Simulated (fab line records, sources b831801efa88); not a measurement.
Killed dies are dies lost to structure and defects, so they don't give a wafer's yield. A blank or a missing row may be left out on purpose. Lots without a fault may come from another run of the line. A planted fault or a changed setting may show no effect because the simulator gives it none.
One fault seen from 2 desks | flow gf180mcu | each desk has only its own numbers; what lay behind them comes last

THE METROLOGY DESK
What the gauges read, lot by lot, whatever tool the lot ran on: means of the sampled wafers that have a number. A lot is out of limits, marked OUT, if its mean lies more than 4 standard deviations from the usual mean; the brackets give that distance.
Columns: A = cd_nm at GF_M1_CD_MEAS_14, usual 230.0 nm
lot  | first seen here | A
L417 | day 17 01:13    | 228.5
L419 | day 17 22:13    | 230.9
L420 | day 18 00:11    | 229.5
L421 | day 18 17:01    | 228.5
L425 | day 20 02:53    | 229.4
L426 | day 20 13:38    | 229.8
L428 | day 21 09:13    | 229.8
L429 | day 21 19:48    | 229.7
L430 | day 22 01:22    | 231.2
L431 | day 22 08:03    | 229.1
L437 | day 24 07:46    | 231.3
L438 | day 24 13:08    | 230.9
L439 | day 24 21:13    | 229.4
L440 | day 25 01:52    | 229.0
This desk's finding: nothing out of limits on any of the 14 lots.

THE TOOL OWNER'S DESK: implanter-03
The tool's own readings at GF_HV_LDD_IMPLANT_35: means of the sampled wafers that have a number, for each lot that ran on this tool. A lot is out of limits, marked OUT, if its mean lies more than 4 standard deviations from the usual mean; the brackets give that distance.
Columns: A = beam_on_s at GF_HV_LDD_IMPLANT_35, usual 9.98 s; B = rotation_deg at GF_HV_LDD_IMPLANT_35, usual 180.00 degrees
lot  | first seen here | A     | B
L425 | day 14 02:59    | 10.04 | 180.03
L426 | day 14 10:59    | 10.07 | 180.03
L429 | day 15 14:16    | 10.00 | 281.78 (+99 or more) OUT
L431 | day 16 02:56    | 9.80  | 281.84 (+99 or more) OUT
This desk's finding: out of limits on L429, L431; first on L429, day 15 14:16 (rotation_deg at GF_HV_LDD_IMPLANT_35). In limits: L425, L426.

PUT TOGETHER
The tool owner's desk could have raised an alarm at day 15 14:16, on L429, L431.
The metrology desk saw nothing out of limits.
The metrology desk has L429, L431 on record, within its limits.
Of the lots named, all ran GF_HV_LDD_IMPLANT_35 on implanter-03.

WHAT THE SIMULATOR HAD PUT IN
Process parameter drift: implanter-03, from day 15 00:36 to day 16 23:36, at GF_HV_LDD_IMPLANT_35. Setting rotation_deg, moved by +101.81, from 180. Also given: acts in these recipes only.
Lots struck among those shown: L429, L431.
Hours from the fault's start to each desk's first reading out of limits: the tool owner's desk, 14.
